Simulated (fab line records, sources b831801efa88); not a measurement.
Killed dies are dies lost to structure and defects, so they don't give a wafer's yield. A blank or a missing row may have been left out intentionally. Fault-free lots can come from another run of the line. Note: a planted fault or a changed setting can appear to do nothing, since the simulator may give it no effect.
Which tool was responsible?    flow sky130    Sampling: 13 lots, 39 wafers, 5 of 708 route steps

## WHAT THE GAUGES READ, wafer by wafer
SKY_VIA2_BOW_MEAS_03. Usual: VIA2_BOW gives 86 um (standard deviation 7).
lot   measured      on            VIA2_BOW (um)  flag
L749  day 35 15:25  filmMetro-03  90 87 89       
L748  day 35 16:11  filmMetro-03  82 95 82       
L751  day 36 04:08  filmMetro-04  82 82 98       
L752  day 36 10:41  filmMetro-03  78 86 94       
L753  day 38 00:28  filmMetro-03  89 95 95       
L755  day 38 02:37  filmMetro-03  90 84 87       
L754  day 38 05:05  filmMetro-01  77 82 83       
L764  day 40 21:43  filmMetro-01  78 91 98       
L763  day 41 00:39  filmMetro-03  79 90 79       
L766  day 41 03:53  filmMetro-01  93 87 82       
L768  day 41 14:32  filmMetro-03  91 99 97       
L770  day 41 21:08  filmMetro-01  84 98 86       
L769  day 42 01:16  filmMetro-03  85 75 88       

SKY_VIA2_RS_MEAS_22: measures by four-point-probe. Usual: VIA2_W_RS gives 0.271 ohm/sq (standard deviation 0.0031).
lot   measured      on            VIA2_W_RS (ohm/sq)  flag
L749  day 36 19:12  filmMetro-03  0.271 0.270 0.269   
L748  day 36 19:49  filmMetro-04  0.275 0.266 0.276   
L751  day 37 08:22  filmMetro-01  0.270 0.271 0.270   
L752  day 37 14:10  filmMetro-04  0.268 0.270 0.266   
L753  day 39 03:53  filmMetro-04  0.266 0.271 0.270   
L755  day 39 05:14  filmMetro-03  0.270 0.273 0.272   
L754  day 39 07:54  filmMetro-03  0.272 0.270 0.266   
L764  day 41 22:49  filmMetro-04  0.269 0.275 0.274   
L763  day 42 02:08  filmMetro-04  0.272 0.265 0.272   
L766  day 42 04:17  filmMetro-03  0.267 0.268 0.271   
L768  day 42 15:29  filmMetro-03  0.271 0.275 0.271   
L770  day 42 21:42  filmMetro-03  0.275 0.278 0.270   
L769  day 43 01:44  filmMetro-01  0.272 0.276 0.276   

SKY_CAPM_THK_MEAS_01. Usual: CAPM_CVD_00_THK gives 15.47 nm (standard deviation 0.19).
lot   measured      on            CAPM_CVD_00_THK (nm)  flag
L749  day 36 19:52  filmMetro-02  15.29 15.34 15.52     
L748  day 36 20:34  filmMetro-04  14.98 15.18 15.27     
L751  day 37 09:13  filmMetro-04  31.05 31.02 31.58     OFF
L752  day 37 15:01  filmMetro-01  30.45 31.36 31.34     OFF
L753  day 39 04:44  filmMetro-04  30.60 31.04 30.84     OFF
L755  day 39 05:53  filmMetro-02  15.31 15.55 15.49     
L754  day 39 08:32  filmMetro-01  15.17 15.76 15.60     
L764  day 41 23:28  filmMetro-04  15.40 15.45 15.48     
L763  day 42 02:47  filmMetro-01  15.22 15.39 15.60     
L766  day 42 04:56  filmMetro-04  15.50 15.22 15.58     
L768  day 42 16:08  filmMetro-02  15.37 15.36 15.65     
L770  day 42 22:20  filmMetro-04  15.90 16.12 15.79     
L769  day 43 02:23  filmMetro-04  15.24 15.32 15.50     

SKY_CAPM_RS_MEAS_03: measures by four-point-probe. Usual: CAPM_TIN_RS gives 6.93 ohm/sq (standard deviation 0.066).
lot   measured      on            CAPM_TIN_RS (ohm/sq)  flag
L749  day 36 20:02  filmMetro-04  6.93 6.90 6.94        
L748  day 36 20:44  filmMetro-02  6.91 6.88 6.96        
L751  day 37 09:23  filmMetro-01  6.99 7.00 6.97        
L752  day 37 15:11  filmMetro-02  6.80 6.85 6.90        
L753  day 39 04:54  filmMetro-02  6.90 6.89 6.89        
L755  day 39 06:04  filmMetro-01  7.05 7.10 7.08        
L754  day 39 08:43  filmMetro-02  6.99 6.99 6.95        
L764  day 41 23:39  filmMetro-02  7.06 7.01 7.01        
L763  day 42 02:58  filmMetro-04  6.91 6.83 6.83        
L766  day 42 05:07  filmMetro-01  6.87 6.90 6.89        
L768  day 42 16:19  filmMetro-02  6.93 6.98 6.89        
L770  day 42 22:32  filmMetro-02  6.89 6.98 6.96        
L769  day 43 02:34  filmMetro-02  6.93 6.98 6.94        

## TOOL THAT RAN EACH LOT (tool first, then ch and the chambers of the sampled wafers, then the start)
lot   SKY_CAPM_CVD_00
L749  pecvd-02 ch 0,2, day 36 19:50
L748  pecvd-02 ch 0,1, day 36 20:32
L751  pecvd-03 ch 1,2, day 37 09:00
L752  pecvd-03 ch 0,2, day 37 14:00
L753  pecvd-03 ch 0,1,2, day 39 04:00
L755  pecvd-01 ch 1,2, day 39 05:52
L754  pecvd-02 ch 1,2, day 39 08:29
L764  pecvd-03 ch 0,2, day 41 23:25
L763  pecvd-02 ch 1,2, day 42 02:46
L766  pecvd-01 ch 0,1, day 42 04:54
L768  pecvd-01 ch 0,1,2, day 42 16:06
L770  pecvd-01 ch 0,1,2, day 42 22:17
L769  pecvd-03 ch 0, day 43 02:21
- SKY_CAPM_CVD_00: deposits SiO2, target thk 15.5 nm.

## WHAT THE TOOLS THEMSELVES READ (means of the sampled wafers that have a number; where no wafer has one, the mark that the record gives instead)
SKY_CAPM_CVD_00. Usual: heaterPowerW at 707 W, with a standard deviation of 110.
lot   tool      heaterPowerW (W)  flag
L749  pecvd-02  734               
L748  pecvd-02  711               
L751  pecvd-03  590               
L752  pecvd-03  638               
L753  pecvd-03  638               
L755  pecvd-01  680               
L754  pecvd-02  657               
L764  pecvd-03  615               
L763  pecvd-02  697               
L766  pecvd-01  815               
L768  pecvd-01  760               
L770  pecvd-01  830               
L769  pecvd-03  788               

## THE ANSWER, worked out from the rows above alone
Rule: a lot counts as off when the mean over its wafers that have a number is more than 3 standard deviations away from the usual mean. A lot without any number at a reading at which 4 lots or more have one is off too. The other lots that the step has rows for count as sound. First the gauges in route order, then the tools' own readings, where a lot's mean is used as printed above. The first step at which some lot is off is used, and at that step the reading that is off furthest; a lot without a number counts as furthest.
Off: L751, L752, L753, at SKY_CAPM_THK_MEAS_01 (CAPM_CVD_00_THK).
A tool fits if, at a process step before that reading, it ran every lot that is off, and no sound lot after the first of them. The gauges at SKY_CAPM_THK_MEAS_01 are tried like those tools. Of those tried, none fits.

## WHAT THE SIMULATOR PUT IN
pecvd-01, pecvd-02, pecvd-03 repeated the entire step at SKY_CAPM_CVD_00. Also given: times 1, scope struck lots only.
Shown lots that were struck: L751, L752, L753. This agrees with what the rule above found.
